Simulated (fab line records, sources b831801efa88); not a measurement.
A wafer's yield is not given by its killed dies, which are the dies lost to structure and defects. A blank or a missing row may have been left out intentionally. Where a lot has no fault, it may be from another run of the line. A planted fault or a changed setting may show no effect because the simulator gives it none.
Which tool was responsible?	flow gf180mcu	12 lots with 36 wafers sampled at 2 steps, on a route of 602 steps

WHAT EACH GAUGE READ, for each wafer
GF_M2_RS_MEAS_05: measurement is done with a four-point probe.
lot	measured	on	M2_ALCU_RS (ohm/sq)
L075	day 18 06:00	film metro-01	0.0687 0.0692 0.0689
L077	day 19 04:46	film metro-04	0.0694 0.0693 0.0692
L078	day 20 03:37	film metro-01	0.0694 0.0685 0.0696
L081	day 20 20:41	film metro-01	0.0697 0.0701 0.0699
L083	day 22 05:40	film metro-04	0.0689 0.0690 0.0691
L085	day 22 17:24	film metro-04	0.0701 0.0702 0.0693
L088	day 23 14:04	film metro-03	0.0700 0.0700 0.0696
L089	day 24 03:10	film metro-03	0.0694 0.0700 0.0697
L091	day 24 11:55	film metro-04	0.0688 0.0687 0.0687
L093	day 24 23:55	film metro-01	0.0696 0.0701 0.0702
L095	day 25 08:53	film metro-04	0.0701 0.0697 0.0696
L097	day 25 23:11	film metro-03	0.0697 0.0697 0.0703

TOOL THAT RAN EACH LOT (tool first, then ch and the chambers of the sampled wafers, then the start)
lot	GF_M2_SPUTTER_01
L075	pvd sputter-01, day 18 05:50
L077	pvd sputter-03, day 19 04:37
L078	pvd sputter-03, day 20 03:30
L081	pvd sputter-01, day 20 20:34
L083	pvd sputter-02, day 22 05:32
L085	pvd sputter-01, day 22 17:17
L088	pvd sputter-02, day 23 13:56
L089	pvd sputter-03, day 24 03:03
L091	pvd sputter-03, day 24 11:46
L093	pvd sputter-01, day 24 23:48
L095	pvd sputter-03, day 25 08:46
L097	pvd sputter-03, day 25 23:04
- GF_M2_SPUTTER_01: material TiN, target thk 30 nm, time 25 s.

THE ANSWER, worked out from the rows above alone
Rule: usual is defined by the lots themselves. The widest of any qualifying gaps counts: lots, ordered by their means at a reading, are off when they make up no more than a third of the lots, leave a main group of 4 or more, and stand apart from it by 3 or more times the standard deviation of that group's means. If all means in a main group match to the digits the tables above print for the reading, that group is not used. A lot without any number at a reading at which 4 lots or more have one is off too. The other lots that the step has rows for count as sound.
None of the lots is off at any reading shown; this tells nothing.

WHAT WAS PUT IN BY THE SIMULATOR
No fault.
